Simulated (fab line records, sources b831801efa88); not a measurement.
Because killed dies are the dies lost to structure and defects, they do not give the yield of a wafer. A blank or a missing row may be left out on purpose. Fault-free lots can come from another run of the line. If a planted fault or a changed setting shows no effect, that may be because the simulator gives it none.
Comparing a struck lot with a sound one + flow sky130 + 36 out of 708 route steps
Sound: these wafers, L779.2, L779.3, L779.5. Struck: wafers L782.1, L782.3, L782.6. At the end, the cause is stated.
At each step with rows: each side's tool, then ch and its chambers, then its first start. Under that, the readings that differ: sound wafers + struck wafers + difference of the means + sigmas: that difference in standard deviations of wafers without a fault.
alike: readings with means less than 2 such deviations apart, plus words and numbers identical on both sides. not compared: withheld readings, readings lacking a value on some wafer, bounds such as >300 that could conceal the same value, and numbers that have no deviation in the record and whose values overlap.
A row with sigmas, a row that says differs or no value, or rows on one side alone: a step with any of these is where the two part. Numbers that don't overlap but have no deviation are shown without sigmas and don't part them. A reading missing from all wafers of one side parts the sides only when that side holds two or more wafers.

first, 10 steps without rows for these wafers: SKY_GATE_OXIDE_COAT_05 (resist thk 1140 nm); SKY_GATE_OXIDE_SOFTBAKE_06 (time 60 s); SKY_GATE_OXIDE_EXPOSE_07 (exposes mask LVOM, target cd 600 nm); SKY_GATE_OXIDE_PEB_08; SKY_GATE_OXIDE_DEVELOP_09 (develop time 60 s); SKY_GATE_OXIDE_IMPLANT_11; SKY_GATE_OXIDE_WET_ETCH_12 (etches SiO2 in dHF, target depth 16.8 nm, time 336 s); SKY_GATE_OXIDE_STRIP_13 (strips in O2/N2); SKY_GATE_OXIDE_CLEAN_15 (cleans in SC1/SC2, time 150 s); SKY_GATE_OXIDE_OXIDATION_16 (stabilise 600 s, purge 300 s, target thk 3.57 nm).
SKY_POLY_GATE_CVD_00: deposits poly-Si, target thk 180 nm, time 720 s.
  sound on lpcvd-01 ch 0, day 19 10:25; struck on lpcvd-01 ch 1, day 20 11:25
  alike: zone_power_upper_pct
then, 24 steps without rows for these wafers: SKY_RES_PROTECT_DEHYDRATE_00 (time 60 s); SKY_RES_PROTECT_HMDS_01 (prime time 60 s); SKY_RES_PROTECT_COAT_02 (resist thk 1140 nm); SKY_RES_PROTECT_SOFTBAKE_03 (time 60 s); SKY_RES_PROTECT_EXPOSE_04 (exposes mask RPM, target cd 1270 nm); SKY_RES_PROTECT_PEB_05; SKY_RES_PROTECT_DEVELOP_06 (develop time 60 s); SKY_POLY_GATE_IMPLANT_02; SKY_RES_PROTECT_STRIP_07 (strips in O2/N2); SKY_RES_PROTECT_CLEAN_09 (cleans in SC1/SC2, time 150 s); SKY_POLY_GATE_CVD_03 (deposits Si3N4 from DCS/NH3, target thk 75 nm, time 1290 s); SKY_POLY_GATE_DEHYDRATE_05 (time 60 s); SKY_POLY_GATE_HMDS_06 (prime time 60 s); SKY_POLY_GATE_COAT_07 (resist thk 110 nm); SKY_POLY_GATE_COAT_08 (resist thk 450 nm); SKY_POLY_GATE_SOFTBAKE_09 (time 90 s); SKY_POLY_GATE_EXPOSE_10 (exposes mask P1M, target cd 150 nm); SKY_POLY_GATE_PEB_11; SKY_POLY_GATE_DEVELOP_12 (develop time 60 s); SKY_POLY_GATE_ETCH_15 (etches BARC in N2/H2, stops on SiO2, time 118.5 s, target depth 110 nm); SKY_POLY_GATE_ETCH_16 (etches Si3N4 in CH3F/O2, stops on poly-Si, time 147.5 s, target depth 75 nm); SKY_POLY_GATE_ETCH_17 (etches poly-Si in HBr/Cl2, stops on SiO2, target depth 180 nm, time 70.5 s); SKY_POLY_GATE_STRIP_18 (strips in O2/N2); SKY_POLY_GATE_CLEAN_19 (cleans in SC1/SC2, time 150 s).
-- a jump in the record: the struck wafers' starts before and after are 30 days apart (it breaks off in module POLY_GATE and resumes in module PAD_OPEN, where the first step shown is number 708 of the route) --
SKY_PAD_OPEN_PROBE_99:
  sound: prober-01 at day 49 06:58; struck: prober-02 at day 50 01:56
| reading             | sound    | struck      | difference | sigmas |
|---------------------|----------|-------------|------------|--------|
| killed_at_front_end | 24 18 9  | 73 72 77    | +57        | +13    |
| killed_dies         | 92 97 77 | 155 132 146 | +56        | +6     |
  alike: killed_at_M0_to_M3, killed_at_M4_up, killed_at_contacts, killed_at_other, killed_on_rim, killed_open, killed_short

## WHERE THEY PART
Only at SKY_PAD_OPEN_PROBE_99, within this record.

WHY: whatever the simulator had introduced
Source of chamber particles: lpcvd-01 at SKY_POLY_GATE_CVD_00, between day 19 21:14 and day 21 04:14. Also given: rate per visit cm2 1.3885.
